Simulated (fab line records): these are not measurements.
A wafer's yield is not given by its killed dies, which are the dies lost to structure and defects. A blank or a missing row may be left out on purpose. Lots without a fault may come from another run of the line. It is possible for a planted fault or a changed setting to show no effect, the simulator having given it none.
fab line records | flow sky130
record: lots: 12 | wafers: 36 | last-day: 50
route steps=708 shown VT_ADJUST_HVTR@140 SONOS_ONO@183 RES_XHIGH@360 LI_CONTACT@376
lots that met no fault: from a run of the same line without faults
start-h: hours from the record's first day to the start of the lot's first wafer shown | wait-h: hours since the lot's step before | " repeats the value in the row above | L1.1+2: several wafers, shown together as one row | - no value, or no start was given | * or withheld: withheld | < > ~ a bound
route shown NAME@n: a module of which the file shows steps, and the number in the route of the first | usual: average and standard deviation across the fault-free wafers | same: alike in all rows | chamber/n: place in a boat | sites: the reading at each site | _std_site: how widely they spread, as a standard deviation | _edge_site: outer sites' mean less inner sites' | radius-mm: for every site, how far away it sits from the centre of the wafer | mask NAME#n: copy n | behind: the most recent tool/chamber to have shaped the wafer | hold: why the lot went on hold/how many hours it stayed there/how the hold came to an end | device: the transistor (n, p or np) that didn't switch | end of line: the same wafers' tests at the end of the route | step lacking rows: just its recipe | killed: the dies lost at the first sort to structure and to defects; this is not the yield of the wafer | map: a wafer's dies, marking killed ones x, the rest . and places with no die _
set.NAME: setting as actually run; set.NAME@STEP: the setting as run at that earlier step | model.NAME: the simulator's own value behind a step, which no gauge read
one table for each step of the route and one row for each wafer, over a sample of lots
services: a tool's chamber out of use, with start hour (start-h, from the record's first day; less than 0 if before it), hours out, and reason
== steps ==
step: SKY_VT_ADJUST_HVTR_IMPLANT_09
recipe: species: B | energy-kev: 10 | dose-cm2: 2.1e+12 | tilt-deg: withheld
usual: dose-ions-cm2: 2.0998e+12/2.6e+09
lot.wafer | tool         | chamber | start-h | wait-h | dose-ions-cm2
L467.1    | implanter-03 | 0       | 219.97  | 0.0    | 2.0931e+12
L467.3    | "            | 0       | "       | "      | 2.0985e+12
L467.5    | "            | 0       | "       | "      | 2.0998e+12
L468.1    | implanter-03 | 0       | 220.74  | 0.0    | 2.101e+12
L468.3    | "            | 0       | "       | "      | 2.0998e+12
L468.5    | "            | 0       | "       | "      | 2.0971e+12
L470.1    | implanter-03 | 0       | 242.38  | 0.0    | 2.1024e+12
L470.4    | "            | 0       | "       | "      | 2.1038e+12
L470.6    | "            | 0       | "       | "      | 2.1021e+12
L472.2    | implanter-02 | 0       | 253.25  | 0.0    | 2.0995e+12
L472.3    | "            | 0       | "       | "      | 2.0969e+12
L472.5    | "            | 0       | "       | "      | 2.0973e+12
L474.1    | implanter-03 | 0       | 260.87  | 0.0    | 2.0945e+12
L474.3    | "            | 0       | "       | "      | 2.0994e+12
L474.4    | "            | 0       | "       | "      | 2.0995e+12
L473.3    | implanter-03 | 0       | 262.69  | 0.1    | 2.0997e+12
L473.5    | "            | 0       | "       | "      | 2.0938e+12
L473.6    | "            | 0       | "       | "      | 2.0963e+12
L476.3    | implanter-03 | 0       | 269.17  | 0.1    | 2.1026e+12
L476.4    | "            | 0       | "       | "      | 2.1037e+12
L476.6    | "            | 0       | "       | "      | 2.0999e+12
L477.1    | implanter-01 | 0       | 279.53  | 0.0    | 2.0961e+12
L477.2    | "            | 0       | "       | "      | 2.0984e+12
L477.5    | "            | 0       | "       | "      | 2.1001e+12
L484.3    | implanter-03 | 0       | 328.27  | 0.1    | 2.1011e+12
L484.5    | "            | 0       | "       | "      | 2.1025e+12
L484.6    | "            | 0       | "       | "      | 2.1022e+12
L484.3    | implanter-03 | 0       | 328.59  | 0.3    | 2.0995e+12
L484.5    | "            | 0       | "       | "      | 2.0984e+12
L484.6    | "            | 0       | "       | "      | 2.1014e+12
L485.2    | implanter-02 | 0       | 334.51  | 0.0    | 2.1019e+12
L485.3    | "            | 0       | "       | "      | 2.1014e+12
L485.6    | "            | 0       | "       | "      | 2.102e+12
L485.2    | implanter-02 | 0       | 334.83  | 0.3    | 2.1018e+12
L485.3    | "            | 0       | "       | "      | 2.1005e+12
L485.6    | "            | 0       | "       | "      | 2.1017e+12
L486.2    | implanter-03 | 0       | 345.76  | 0.0    | 2.1019e+12
L486.4    | "            | 0       | "       | "      | 2.0991e+12
L486.6    | "            | 0       | "       | "      | 2.1019e+12
L486.2    | implanter-03 | 0       | 346.08  | 0.3    | 2.1e+12
L486.4    | "            | 0       | "       | "      | 2.0977e+12
L486.6    | "            | 0       | "       | "      | 2.0989e+12
L489.1    | implanter-01 | 0       | 373.43  | 0.0    | 2.0961e+12
L489.5    | "            | 0       | "       | "      | 2.0964e+12
L489.6    | "            | 0       | "       | "      | 2.0972e+12
step: SKY_VT_ADJUST_HVTR_TW_MEAS_11
usual: VT_ADJUST_HVTR_TW: 211.7/1.7
lot.wafer | tool          | chamber | start-h | wait-h | VT_ADJUST_HVTR_TW
L467.1    | film-metro-01 | -       | 220.22  | 0.1    | 209.2
L467.3    | "             | -       | "       | "      | 208.8
L467.5    | "             | -       | "       | "      | 208.8
L468.1    | film-metro-01 | -       | 220.99  | 0.1    | 209.2
L468.3    | "             | -       | "       | "      | 209.0
L468.5    | "             | -       | "       | "      | 209.0
L470.1    | film-metro-01 | -       | 242.63  | 0.1    | 210.9
L470.4    | "             | -       | "       | "      | 210.4
L470.6    | "             | -       | "       | "      | 211.6
L472.2    | film-metro-01 | -       | 253.48  | 0.1    | 211.3
L472.3    | "             | -       | "       | "      | 210.9
L472.5    | "             | -       | "       | "      | 210.7
L474.1    | film-metro-01 | -       | 261.12  | 0.1    | 211.4
L474.3    | "             | -       | "       | "      | 211.2
L474.4    | "             | -       | "       | "      | 211.8
L473.3    | film-metro-02 | -       | 262.91  | 0.1    | 212.1
L473.5    | "             | -       | "       | "      | 212.7
L473.6    | "             | -       | "       | "      | 212.3
L476.3    | film-metro-02 | -       | 269.39  | 0.1    | 215.3
L476.4    | "             | -       | "       | "      | 215.4
L476.6    | "             | -       | "       | "      | 215.4
L477.1    | film-metro-01 | -       | 279.78  | 0.1    | 210.4
L477.2    | "             | -       | "       | "      | 210.1
L477.5    | "             | -       | "       | "      | 210.4
L484.3    | film-metro-03 | -       | 328.81  | 0.1    | 259.3
L484.5    | "             | -       | "       | "      | 259.5
L484.6    | "             | -       | "       | "      | 262.6
L485.2    | film-metro-01 | -       | 335.07  | 0.1    | 255.1
L485.3    | "             | -       | "       | "      | 256.4
L485.6    | "             | -       | "       | "      | 256.6
L486.2    | film-metro-01 | -       | 346.48  | 0.2    | 256.8
L486.4    | "             | -       | "       | "      | 256.5
L486.6    | "             | -       | "       | "      | 257.0
L489.1    | film-metro-03 | -       | 373.68  | 0.1    | 212.8
L489.5    | "             | -       | "       | "      | 211.4
L489.6    | "             | -       | "       | "      | 213.7
step: SKY_SONOS_ONO_ETCH_15
recipe: target-depth-nm: 19.52 | chemistry: CHF3/O2 | source-w: 600 | bias-w: 200 | pressure-mtorr: 40 | chf3-flow-sccm: 50 | O2_flow_sccm: 5 | time-s: 7.8
usual: O2_flow_sccm: 5.002/0.016 | drypump-motor-current-A: 6.0/0.38 | oes-product-au: 0.998/0.0087 | throttle-valve-pct: 8.823/0.009
lot.wafer | tool        | chamber | start-h | wait-h | O2_flow_sccm | drypump-motor-current-A | oes-product-au | rf-hours-counter-h | throttle-valve-pct
L467.1    | rie-diel-03 | 3       | 297.73  | 0.0    | 4.996        | 5.7                     | 1.014          | 90                 | 8.811
L467.3    | "           | 1       | "       | "      | 4.996        | 6.7                     | 0.994          | 0                  | 8.827
L467.5    | "           | 0       | "       | "      | 5.016        | 6.1                     | 1.009          | -                  | 8.833
L468.1    | rie-diel-01 | 2       | 298.22  | 0.0    | 5.008        | 6.4                     | 0.999          | 77                 | 8.824
L468.3    | "           | 0       | "       | "      | 5.018        | 6.2                     | 0.999          | 3                  | 8.831
L468.5    | "           | 0       | "       | "      | 5.002        | 6.2                     | 1.000          | -                  | 8.822
L470.1    | rie-diel-04 | 1       | 322.54  | 0.0    | 4.978        | 6.1                     | 1.000          | 42                 | 8.825
L470.4    | "           | 1       | "       | "      | 4.982        | 6.1                     | 0.992          | -                  | 8.810
L470.6    | "           | 0       | "       | "      | 4.989        | 6.1                     | 0.984          | -                  | 8.828
L472.2    | rie-diel-01 | 0       | 335.64  | 0.0    | 5.001        | 6.2                     | 1.006          | 4                  | 8.830
L472.3    | "           | 3       | "       | "      | 4.984        | 5.2                     | 0.998          | 1                  | 8.840
L472.5    | "           | 0       | "       | "      | 5.001        | 6.2                     | 1.008          | -                  | 8.833
L473.3    | rie-diel-04 | 2       | 346.13  | 0.0    | 4.989        | 6.1                     | 1.000          | 2                  | 8.835
L473.5    | "           | 3       | "       | "      | 4.990        | 5.5                     | 0.989          | -                  | 8.818
L473.6    | "           | 0       | "       | "      | 5.007        | 6.1                     | 0.989          | -                  | 8.815
L474.1    | rie-diel-03 | 1       | 346.64  | 0.0    | 5.004        | 6.7                     | 1.004          | 1                  | 8.821
L474.3    | "           | 2       | "       | "      | 4.997        | 6.2                     | 1.004          | 1                  | 8.813
L474.4    | "           | 3       | "       | "      | 4.993        | 5.7                     | 1.012          | 91                 | 8.818
L476.3    | rie-diel-01 | 2       | 353.22  | 0.0    | 5.023        | 6.4                     | 1.000          | 78                 | 8.829
L476.4    | "           | 2       | "       | "      | 5.000        | 6.4                     | 1.003          | -                  | 8.833
L476.6    | "           | 3       | "       | "      | 4.988        | 5.2                     | 0.983          | -                  | 8.835
L477.1    | rie-diel-01 | 3       | 365.09  | 0.0    | 4.982        | 5.2                     | 0.993          | 2                  | 8.821
L477.2    | "           | 0       | "       | "      | 5.008        | 6.2                     | 0.992          | 5                  | 8.817
L477.5    | "           | 3       | "       | "      | 4.998        | 5.2                     | 0.991          | -                  | 8.808
L484.3    | rie-diel-01 | 2       | 417.98  | 0.0    | 4.998        | 6.4                     | 1.018          | 79                 | 8.828
L484.5    | "           | 1       | "       | "      | 4.979        | 5.9                     | 1.007          | -                  | 8.816
L484.6    | "           | 2       | "       | "      | 5.030        | 6.4                     | 1.006          | -                  | 8.829
L485.2    | rie-diel-04 | 1       | 428.03  | 0.0    | 5.019        | 6.1                     | 0.995          | 44                 | 8.822
L485.3    | "           | 0       | "       | "      | 4.999        | 6.1                     | 1.001          | 103                | 8.817
L485.6    | "           | 1       | "       | "      | 4.996        | 6.2                     | 1.002          | -                  | 8.841
L486.2    | rie-diel-04 | 1       | 437.00  | 0.0    | 4.989        | 6.2                     | 0.987          | 44                 | 8.821
L486.4    | "           | 3       | "       | "      | 5.026        | 5.4                     | 1.008          | -                  | 8.818
L486.6    | "           | 2       | "       | "      | 5.023        | 6.1                     | 0.995          | -                  | 8.804
L489.1    | rie-diel-04 | 0       | 469.43  | 0.0    | 5.012        | 6.1                     | 0.996          | 0                  | 8.837
L489.5    | "           | 1       | "       | "      | 5.036        | 6.2                     | 0.992          | -                  | 8.832
L489.6    | "           | 0       | "       | "      | 5.025        | 6.1                     | 0.995          | -                  | 8.813
step: SKY_SD_N_RS_MEAS_18
recipe: thk-meas-gauge: four-point-probe
usual: RES_XHIGH_RS: 333.5/1.4
lot.wafer | tool          | chamber | start-h | wait-h | RES_XHIGH_RS[ohm/sq]
L467.1    | film-metro-04 | -       | 664.76  | 0.1    | 335.8
L467.3    | "             | -       | "       | "      | 336.3
L467.5    | "             | -       | "       | "      | 335.3
L468.1    | film-metro-02 | -       | 665.69  | 0.1    | 331.4
L468.3    | "             | -       | "       | "      | 331.5
L468.5    | "             | -       | "       | "      | 331.7
L470.1    | film-metro-01 | -       | 691.54  | 0.1    | 333.2
L470.4    | "             | -       | "       | "      | 332.6
L470.6    | "             | -       | "       | "      | 331.9
L472.2    | film-metro-04 | -       | 703.13  | 0.1    | 333.2
L472.3    | "             | -       | "       | "      | 335.4
L472.5    | "             | -       | "       | "      | 333.6
L473.3    | film-metro-01 | -       | 714.99  | 0.1    | 333.4
L473.5    | "             | -       | "       | "      | 333.7
L473.6    | "             | -       | "       | "      | 335.4
L474.1    | film-metro-01 | -       | 715.63  | 0.1    | 332.5
L474.3    | "             | -       | "       | "      | 333.9
L474.4    | "             | -       | "       | "      | 334.4
L476.3    | film-metro-02 | -       | 720.64  | 0.1    | 334.4
L476.4    | "             | -       | "       | "      | 334.3
L476.6    | "             | -       | "       | "      | 333.0
L477.1    | film-metro-01 | -       | 731.76  | 0.1    | 332.8
L477.2    | "             | -       | "       | "      | 332.9
L477.5    | "             | -       | "       | "      | 332.5
L484.3    | film-metro-04 | -       | 791.85  | 0.1    | 335.4
L484.5    | "             | -       | "       | "      | 334.2
L484.6    | "             | -       | "       | "      | 333.9
L485.2    | film-metro-04 | -       | 793.28  | 0.1    | 332.3
L485.3    | "             | -       | "       | "      | 332.2
L485.6    | "             | -       | "       | "      | 332.3
L486.2    | film-metro-01 | -       | 799.63  | 0.1    | 334.9
L486.4    | "             | -       | "       | "      | 334.2
L486.6    | "             | -       | "       | "      | 333.7
L489.1    | film-metro-01 | -       | 823.50  | 0.1    | 333.2
L489.5    | "             | -       | "       | "      | 333.5
L489.6    | "             | -       | "       | "      | 333.6
step: SKY_LI_CONTACT_ETCH_14
recipe: chemistry: N2/H2 | target: BARC | ion-energy-ev: 200 | source-w: 500 | bias-w: 100 | pressure-mtorr: 30 | n2-flow-sccm: 100 | h2-flow-sccm: 200 | stop-on: SiO2 | time-s: 45.9 | target-depth-a: 600
usual: drypump-motor-current-A: 6.0/0.38 | h2-flow-sccm: 200.1/0.6 | oes-product-au: 0.854/0.005 | throttle-valve-pct: 13.225/0.009
lot.wafer | tool        | chamber | start-h | wait-h | drypump-motor-current-A | h2-flow-sccm | oes-product-au | rf-hours-counter-h | throttle-valve-pct
L467.1    | rie-diel-04 | 0       | 691.46  | 0.0    | 6.2                     | 200.5        | 0.856          | 4                  | 13.219
L467.3    | "           | 2       | "       | "      | 6.1                     | 200.3        | 0.853          | 9                  | 13.223
L467.5    | "           | 0       | "       | "      | 6.1                     | 199.2        | 0.847          | -                  | 13.219
L468.1    | rie-diel-03 | 3       | 692.75  | 0.0    | 5.8                     | 199.7        | 0.856          | 3                  | 13.240
L468.3    | "           | 0       | "       | "      | 6.1                     | 200.1        | 0.856          | 42                 | 13.230
L468.5    | "           | 3       | "       | "      | 5.8                     | 199.6        | 0.856          | -                  | 13.243
L470.1    | rie-diel-04 | 0       | 721.08  | 0.0    | 6.1                     | 199.7        | 0.853          | 5                  | 13.234
L470.4    | "           | 3       | "       | "      | 5.5                     | 200.0        | 0.852          | 8                  | 13.229
L470.6    | "           | 0       | "       | "      | 6.1                     | 200.0        | 0.851          | -                  | 13.209
L472.2    | rie-diel-03 | 0       | 732.22  | 0.0    | 6.1                     | 199.1        | 0.851          | 43                 | 13.230
L472.3    | "           | 3       | "       | "      | 5.7                     | 199.9        | 0.847          | 4                  | 13.239
L472.5    | "           | 3       | "       | "      | 5.7                     | 199.7        | 0.862          | -                  | 13.225
L473.3    | rie-diel-01 | 1       | 743.32  | 0.0    | 5.9                     | 199.6        | 0.856          | 10                 | 13.222
L473.5    | "           | 1       | "       | "      | 5.9                     | 199.2        | 0.850          | -                  | 13.225
L473.6    | "           | 2       | "       | "      | 6.4                     | 200.5        | 0.848          | -                  | 13.224
L474.1    | rie-diel-03 | 1       | 744.57  | 0.0    | 6.7                     | 198.8        | 0.850          | 7                  | 13.238
L474.3    | "           | 3       | "       | "      | 5.8                     | 199.9        | 0.859          | 4                  | 13.230
L474.4    | "           | 0       | "       | "      | 6.1                     | 201.3        | 0.852          | 43                 | 13.228
L476.3    | rie-diel-01 | 2       | 749.13  | 0.0    | 6.4                     | 199.2        | 0.846          | 4                  | 13.214
L476.4    | "           | 0       | "       | "      | 6.2                     | 199.3        | 0.851          | 12                 | 13.214
L476.6    | "           | 0       | "       | "      | 6.2                     | 198.7        | 0.857          | -                  | 13.217
L477.1    | rie-diel-04 | 3       | 760.22  | 0.0    | 5.5                     | 199.2        | 0.840          | 9                  | 13.229
L477.2    | "           | 2       | "       | "      | 6.2                     | 199.6        | 0.852          | 10                 | 13.222
L477.5    | "           | 2       | "       | "      | 6.1                     | 200.2        | 0.853          | -                  | 13.236
L484.3    | rie-diel-01 | 3       | 818.97  | 0.0    | 5.2                     | 200.2        | 0.856          | 13                 | 13.213
L484.5    | "           | 2       | "       | "      | 6.4                     | 198.7        | 0.856          | -                  | 13.226
L484.6    | "           | 3       | "       | "      | 5.2                     | 199.7        | 0.853          | -                  | 13.215
L485.2    | rie-diel-03 | 3       | 820.34  | 0.0    | 5.8                     | 201.1        | 0.855          | 6                  | 13.207
L485.3    | "           | 1       | "       | "      | 6.7                     | 199.7        | 0.858          | 9                  | 13.217
L485.6    | "           | 3       | "       | "      | 5.8                     | 200.6        | 0.856          | -                  | 13.217
L486.2    | rie-diel-03 | 2       | 826.43  | 0.0    | 6.2                     | 199.5        | 0.852          | 9                  | 13.229
L486.4    | "           | 1       | "       | "      | 6.7                     | 199.5        | 0.853          | 9                  | 13.220
L486.6    | "           | 1       | "       | "      | 6.7                     | 199.9        | 0.853          | -                  | 13.216
L489.1    | rie-diel-01 | 0       | 850.43  | 0.0    | 6.2                     | 200.4        | 0.858          | 16                 | 13.236
L489.5    | "           | 0       | "       | "      | 6.2                     | 200.2        | 0.857          | -                  | 13.226
L489.6    | "           | 1       | "       | "      | 5.9                     | 200.1        | 0.847          | -                  | 13.226
== services ==
tool         | chamber | start-h | hours | kind
rie-diel-04  | 0       | 211.85  | 3.4   | repair
rie-diel-04  | 3       | 251.89  | 11.8  | repair
rie-diel-01  | 0       | 267.06  | 4.8   | repair
rie-diel-01  | 2       | 276.21  | 3.0   | repair
rie-diel-04  | 0       | 282.40  | 9.3   | repair
implanter-03 | -       | 293.89  | 9.7   | pm
rie-diel-04  | 3       | 295.57  | 22.1  | repair
rie-diel-04  | 1       | 306.95  | 6.3   | repair
rie-diel-01  | -       | 327.79  | 1.6   | repair
rie-diel-01  | 0       | 352.91  | 5.2   | repair
implanter-03 | -       | 423.49  | 2.9   | pm
rie-diel-01  | -       | 423.86  | 14.6  | pm
rie-diel-01  | 0       | 446.05  | 9.3   | repair
rie-diel-01  | 0       | 460.48  | 7.4   | repair
implanter-03 | -       | 466.74  | 3.8   | repair
rie-diel-01  | 2       | 469.36  | 5.0   | repair
implanter-03 | -       | 486.90  | 4.7   | repair
rie-diel-01  | 1       | 543.92  | 21.0  | repair
implanter-03 | -       | 619.44  | 4.8   | pm
rie-diel-01  | 0       | 676.92  | 4.9   | repair
implanter-03 | -       | 727.86  | 2.1   | repair
rie-diel-01  | -       | 803.45  | 8.2   | repair
implanter-03 | -       | 812.43  | 4.8   | pm
implanter-03 | -       | 838.26  | 3.0   | repair
== key ==
first-sign: step: SKY_VT_ADJUST_HVTR_IMPLANT_09 | reading: visit | direction: added
effect: step: SKY_VT_ADJUST_HVTR_TW_MEAS_11 | reading: VT_ADJUST_HVTR_TW | direction: up | sigmas: 27 | usual: 211.7 | struck: 257.8
met-at SKY_VT_ADJUST_HVTR_IMPLANT_09
struck-lots L484,L485,L486
tester-left-out L484,L485,L486
not-acting-at SKY_SONOS_ONO_ETCH_15,SKY_SD_N_RS_MEAS_18,SKY_LI_CONTACT_ETCH_14
fault: kind: repeated-step-whole | tool: implanter-01,implanter-02,implanter-03 | chamber: - | onset-h: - | steps: SKY_VT_ADJUST_HVTR_IMPLANT_09 | times: 1 | scope: struck-lots-only
tester-left-out: of these lots the tester's yield and bins aren't shown, on N5 and GAA mostly nor the transistor test; their killed dies are dies lost to structure and defects alone, not to doping, threshold or leakage, so they don't give the yield
